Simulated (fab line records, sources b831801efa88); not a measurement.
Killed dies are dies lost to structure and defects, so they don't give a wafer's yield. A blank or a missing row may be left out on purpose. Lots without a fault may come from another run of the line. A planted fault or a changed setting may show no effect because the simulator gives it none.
A struck lot beside a sound one | flow sky130 | 33 steps out of a route of 708
Sound: wafers L742.1, L742.3, L742.5. Struck: wafers L732.3, L732.4. The cause comes at the end.
At each step with rows: each side's tool, then ch and its chambers, then its first start. Under that, the readings that differ: sound wafers | struck wafers | difference of the means | sigmas: that difference in standard deviations of wafers without a fault.
alike: readings whose means differ by less than 2 such deviations, and words and numbers that are the same on both sides. not compared: withheld readings, readings that some wafer has no value for, bounds like >300 that may hide the same value, and numbers for which the record gives no deviation and whose values overlap.
The two part at a step that has a row with sigmas, a row that says differs or no value, or rows on one side only. Numbers that don't overlap but have no deviation are shown without sigmas and don't part them. A reading that every wafer of one side lacks parts them only if that side has two wafers or more.

first, 10 steps without rows for these wafers: SKY_NWELL_IMPLANT_12; SKY_NWELL_IMPLANT_13; SKY_NWELL_STRIP_14 (strips in O2/N2); SKY_NWELL_DEHYDRATE_16 (time 60 s); SKY_NWELL_HMDS_17 (prime time 60 s); SKY_NWELL_COAT_18 (resist thk 3000 nm); SKY_NWELL_SOFTBAKE_19; SKY_NWELL_EXPOSE_20 (exposes mask NWM COMPLEMENT, target cd 840 nm); SKY_NWELL_PEB_21; SKY_NWELL_DEVELOP_22 (develop time 60 s).
SKY_NWELL_IMPLANT_24:
  sound on implanter-02 ch 0, day 9 00:44; struck on implanter-04 ch 0, day 6 12:24
  alike: beam_on_s, end_station_pressure_torr
then, 21 steps without rows for these wafers: SKY_NWELL_STRIP_25 (strips in O2/N2); SKY_NWELL_CLEAN_27 (cleans in SC1/SC2, time 150 s); SKY_NWELL_RTA_28 (time 30 s); SKY_VT_ADJUST_HVTP_DEHYDRATE_00 (time 60 s); SKY_VT_ADJUST_HVTP_HMDS_01 (prime time 60 s); SKY_VT_ADJUST_HVTP_COAT_02 (resist thk 1140 nm); SKY_VT_ADJUST_HVTP_SOFTBAKE_03 (time 60 s); SKY_VT_ADJUST_HVTP_EXPOSE_04 (exposes mask HVTPM, target cd 380 nm); SKY_VT_ADJUST_HVTP_PEB_05; SKY_VT_ADJUST_HVTP_DEVELOP_06 (develop time 60 s); SKY_VT_ADJUST_HVTP_IMPLANT_09; SKY_VT_ADJUST_HVTP_STRIP_10 (strips in O2/N2); SKY_VT_ADJUST_LVTN_DEHYDRATE_00 (time 60 s); SKY_VT_ADJUST_LVTN_HMDS_01 (prime time 60 s); SKY_VT_ADJUST_LVTN_COAT_02 (resist thk 3000 nm); SKY_VT_ADJUST_LVTN_SOFTBAKE_03; SKY_VT_ADJUST_LVTN_EXPOSE_04 (exposes mask NWM COMPLEMENT LESS NATIVE, target cd 840 nm); SKY_VT_ADJUST_LVTN_PEB_05; SKY_VT_ADJUST_LVTN_DEVELOP_06 (develop time 60 s); SKY_VT_ADJUST_LVTN_IMPLANT_08; SKY_VT_ADJUST_LVTN_STRIP_09 (strips in O2/N2).
-- the record jumps here: 40 days lie between the struck wafers' starts before and after (it left off in module VT_ADJUST_LVTN and takes up again in module PAD_OPEN, whose first step shown is number 708 of the route) --
SKY_PAD_OPEN_PROBE_99:
  sound on prober-02, day 49 11:37; struck on prober-01, day 46 21:34
  reading                                          | sound             | struck      | difference | sigmas
  model.etest.res_pwell_under_gate.rs_ohm_sq_range | 63.04 51.85 67.92 | 144.5 169.1 | +95.9      |
  alike: killed_at_M0_to_M3, killed_at_M4_up, killed_at_contacts, killed_at_front_end, killed_at_other, killed_dies, killed_open, killed_short

WHERE THEY PART
Nowhere in this record.

WHY: what the simulator had put in
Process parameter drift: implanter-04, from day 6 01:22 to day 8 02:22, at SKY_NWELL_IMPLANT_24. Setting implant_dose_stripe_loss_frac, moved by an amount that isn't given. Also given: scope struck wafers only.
